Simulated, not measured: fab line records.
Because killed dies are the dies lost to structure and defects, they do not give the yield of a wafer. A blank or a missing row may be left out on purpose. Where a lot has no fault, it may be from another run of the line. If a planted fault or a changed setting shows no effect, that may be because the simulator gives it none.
A struck lot beside a sound one ; flow sky130 ; 30 out of 708 route steps
Sound: wafers L368.1, L368.2, L368.4. The struck wafers were L363.1, L363.4, L363.5. The cause is given at the end.
Per side, at each step with rows, come the tool, then ch with its chambers, and then its first start. Under that, the readings that differ: sound wafers ; struck wafers ; difference of the means ; sigmas: that difference in standard deviations of wafers without a fault.
alike: same words and numbers on both sides, and readings whose means sit less than 2 such deviations apart. not compared: any withheld reading, any reading some wafer has no value for, any bound like >300 that may hide the same value, and any number with overlapping values for which the record gives no deviation.
A row with sigmas, a row that says differs or no value, or rows on one side alone: a step with any of these is where the two part. When numbers do not overlap yet have no deviation, they are printed without sigmas and do not part them. A reading that every wafer of one side lacks parts them only if that side has two wafers or more.

first, 5 steps without rows for these wafers: SKY_SONOS_ONO_COAT_08 (resist thk 1140 nm); SKY_SONOS_ONO_SOFTBAKE_09 (time 60 s); SKY_SONOS_ONO_EXPOSE_10 (exposes mask ONOM, target cd 410 nm); SKY_SONOS_ONO_PEB_11; SKY_SONOS_ONO_DEVELOP_12 (develop time 60 s).
SKY_SONOS_ONO_CD_MEAS_13: the cd target is 410 nm.
  struck on cdSem-01, day 16 08:17; sound on cdSem-01, day 18 05:14
  alike: cdNm
SKY_SONOS_ONO_OVL_MEAS_14:
  struck on overlay-02, day 16 08:24; sound on overlay-01, day 18 05:21
  alike: SONOS_ONO_OVL
SKY_SONOS_ONO_ETCH_15: etches the open film in CHF3/O2, target depth 19.52 nm, time 7.8 s.
  sound on rieDiel-02 ch 0,2,3, day 18 05:23; struck on rieDiel-01 ch 0,1,3, day 16 08:26
  alike: drypumpMotorCurrentA, oesProductAu, rfFwdPowerW, throttleValvePct
  not compared: rfHoursCounterH
then, 1 step without rows for these wafers: SKY_SONOS_ONO_WET_ETCH_16 (etches SiO2 in dHF, target depth 14 nm, time 280 s).
SKY_SONOS_ONO_STRIP_17: strips in O2/N2.
  sound on plasmaAsher-04 ch 0,1, day 18 05:29; struck on plasmaAsher-03 ch 0, day 16 08:33
  alike: drypumpMotorCurrentA, oesProductAu, stripTimeToEndpointS
  not compared: rfHoursCounterH
then, 2 steps without rows for these wafers: SKY_SONOS_ONO_WET_ETCH_18 (etches Si3N4 in H3PO4, target depth 15 nm, time 172 s); SKY_GATE_OXIDE_CLEAN_00 (cleans in SC1/SC2, time 150 s).
SKY_GATE_OXIDE_OXIDATION_01: stabilise 600 s, purge 300 s, target thk 10.268 nm.
  sound on furnace-02 ch 0, day 18 06:56; struck on furnace-01 ch 0, day 16 10:33
reading;sound;struck;difference;sigmas
oxTimeS (s);1473 1473 1473;1767.6 1767.6 1767.6;+294.6;
model.SiO2_of_GATE_OXIDE_OXIDATION_01.thkNm (nm);10.33 10.23 10.19;11.78 11.77 11.75;+1.52;
  alike: oxTempCMax, zonePowerLowerPct
SKY_GATE_OXIDE_THK_MEAS_02:
  struck on filmMetro-01, day 16 12:01; sound on filmMetro-01, day 18 08:21
reading;sound;struck;difference;sigmas
GATE_OXIDE_OXIDATION_00_THK (nm);10.33 10.25 10.24;11.81 11.78 11.73;+1.50;+8
then, 7 steps without rows for these wafers: SKY_GATE_OXIDE_DEHYDRATE_03 (time 60 s); SKY_GATE_OXIDE_HMDS_04 (prime time 60 s); SKY_GATE_OXIDE_COAT_05 (resist thk 1140 nm); SKY_GATE_OXIDE_SOFTBAKE_06 (time 60 s); SKY_GATE_OXIDE_EXPOSE_07 (exposes mask LVOM, target cd 600 nm); SKY_GATE_OXIDE_PEB_08; SKY_GATE_OXIDE_DEVELOP_09 (develop time 60 s).
SKY_GATE_OXIDE_OVL_MEAS_10:
  struck on overlay-01, day 17 16:11; sound on overlay-02, day 19 14:40
  alike: GATE_OXIDE_OVL
then, 2 steps without rows for these wafers: SKY_GATE_OXIDE_IMPLANT_11; SKY_GATE_OXIDE_WET_ETCH_12 (etches SiO2 in dHF, target depth 16.8 nm, time 336 s).
SKY_GATE_OXIDE_STRIP_13: strips in O2/N2.
  sound on plasmaAsher-01 ch 0,1, day 19 14:58; struck on plasmaAsher-04 ch 1, day 17 16:28
reading;sound;struck;difference;sigmas
drypumpMotorCurrentA (A);5.8 6.3 6.3;5.3 5.3 5.3;-0.8;-3
  alike: oesProductAu, stripTimeToEndpointS
  not compared: rfHoursCounterH
SKY_GATE_OXIDE_TW_MEAS_14:
  struck on filmMetro-02, day 17 16:34; sound on filmMetro-01, day 19 15:04
  alike: GATE_OXIDE_TW
then, 1 step without rows for these wafers: SKY_GATE_OXIDE_CLEAN_15 (cleans in SC1/SC2, time 150 s).
SKY_GATE_OXIDE_OXIDATION_16: stabilise 600 s, purge 300 s, target thk 3.57 nm.
  sound on furnace-02 ch 0, day 19 15:35; struck on furnace-01 ch 0, day 17 17:55
reading;sound;struck;difference;sigmas
zonePowerLowerPct (%);15.08 14.90 14.97;14.32 14.45 14.56;-0.54;-2
model.SiO2_of_GATE_OXIDE_OXIDATION_01.thkNm (nm);11.68 11.59 11.52;13.04 13.03 13;+1.43;
  alike: oxTempCMax, oxTimeS
then, 1 step without rows for these wafers: SKY_POLY_GATE_CVD_00 (deposits poly-Si, target thk 180 nm, time 720 s).
SKY_PAD_OPEN_PROBE_99:
  rows exist in the record for the sound wafers here (prober-02, day 50 00:47), none for the struck ones

WHERE THEY PART
First at SKY_GATE_OXIDE_THK_MEAS_02; last, within this record, at SKY_PAD_OPEN_PROBE_99.

WHY: what had been put in by the simulator
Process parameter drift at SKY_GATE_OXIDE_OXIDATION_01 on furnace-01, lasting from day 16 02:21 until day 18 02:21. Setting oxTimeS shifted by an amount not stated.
